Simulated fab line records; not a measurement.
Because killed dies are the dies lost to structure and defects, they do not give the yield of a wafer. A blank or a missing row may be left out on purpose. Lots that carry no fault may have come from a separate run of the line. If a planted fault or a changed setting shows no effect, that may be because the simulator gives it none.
A lot that was struck, set against a sound lot / flow gf180mcu / 14 out of 602 route steps
Sound: the wafers L128.1, L128.2, L128.6. Struck: wafer L134.5 (left out: L134.3, L134.6 of the same lot, which were not struck); the cause appears at the end.
For every step that has rows: the tool of each side, followed by ch and its chambers, followed by its first start. Under that, the readings that differ: sound wafers / struck wafers / difference of the means / sigmas: that difference in standard deviations of wafers without a fault.
alike: a reading whose means differ by less than 2 such deviations, as well as words and numbers matching on both sides. not compared: withheld readings; readings where some wafer has no value; bounds like >300 that might hide an equal value; numbers whose values overlap and for which the record gives no deviation.
Wherever a step has rows on one side only, a row that says differs or no value, or a row with sigmas, the two part there. Non-overlapping numbers with no deviation appear without sigmas and do not part them. A reading that every wafer of one side lacks parts them only if that side has two wafers or more.

first, 4 steps without rows for these wafers: GF_V5_SOFTBAKE_10 (time 60 s); GF_V5_EXPOSE_11 (exposes mask Via5, target cd 260 nm); GF_V5_PEB_12 (peb time 90 s); GF_V5_DEVELOP_13 (develop time 60 s).
GF_V5_CD_MEAS_14 targets a cd of 260 nm.
  sound: cd_sem-02 at day 28 01:07; struck: cd_sem-02 at day 29 13:58
  alike: cd_nm
GF_V5_OVL_MEAS_15:
  sound: overlay-02 at day 28 01:14; struck: overlay-01 at day 29 14:03
  alike: V5_OVL
GF_V5_ETCH_16: etches BARC in N2/H2.
  sound on rie_diel-02 ch 0,2,3, day 28 01:16; struck on rie_diel-04 ch 0, day 29 14:04
  alike: bias_w, drypump_motor_current_A, oes_product_au, throttle_valve_pct
GF_V5_ETCH_17: etches SiO2 in C4F8/O2/Ar, stops on TiN, target depth 855 nm.
  sound on rie_diel-02 ch 0,2,3; struck on rie_diel-04 ch 0
  alike: bias_w, oes_product_au
GF_V5_STRIP_18: strips in O2/N2.
  sound on plasma_asher-03 ch 0,1, day 28 01:26; struck on plasma_asher-02 ch 0, day 29 14:16
reading=oes_product_au (a.u.); sound=0.569 0.553 0.562; struck=0.573; difference=+0.012; sigmas=+2
  alike: drypump_motor_current_A, heater_power_w
  not compared: rf_hours_counter_h
then, 2 steps without rows for these wafers: GF_V5_STRIP_19 (strips in post etch residue remover, time 1200 s); GF_V5_CLEAN_20 (cleans in DIW).
GF_V5_SPUTTER_21: material Ti, target thk 15 nm, time 80.02 s.
  sound: pvd_sputter-04 at day 28 01:58; struck: pvd_sputter-04 at day 29 14:52
  alike: throttle_valve_pct
GF_V5_SPUTTER_22: material TiN, target thk 10 nm, time 40 s.
  sound: pvd_sputter-04 at day 28 02:01; struck: pvd_sputter-04 at day 29 14:55
reading=model.TiN_of_V5_SPUTTER_22.thk_nm (nm); sound=9.848 9.934 9.991; struck=14.28; difference=+4.36; sigmas=
  alike: throttle_valve_pct
GF_V5_CVD_23: deposits W, target thk 350 nm, time 104.9 s.
  sound on cvd_w-01 ch 0,1, day 28 02:04; struck on cvd_w-02 ch 1, day 29 15:00
  alike: heater_power_w

## WHERE THEY PART
Within this record, at GF_V5_STRIP_18 only. Later steps at which nothing parts them and some readings are alike: GF_V5_SPUTTER_21, GF_V5_SPUTTER_22, GF_V5_CVD_23.

WHY: the cause the simulator had injected
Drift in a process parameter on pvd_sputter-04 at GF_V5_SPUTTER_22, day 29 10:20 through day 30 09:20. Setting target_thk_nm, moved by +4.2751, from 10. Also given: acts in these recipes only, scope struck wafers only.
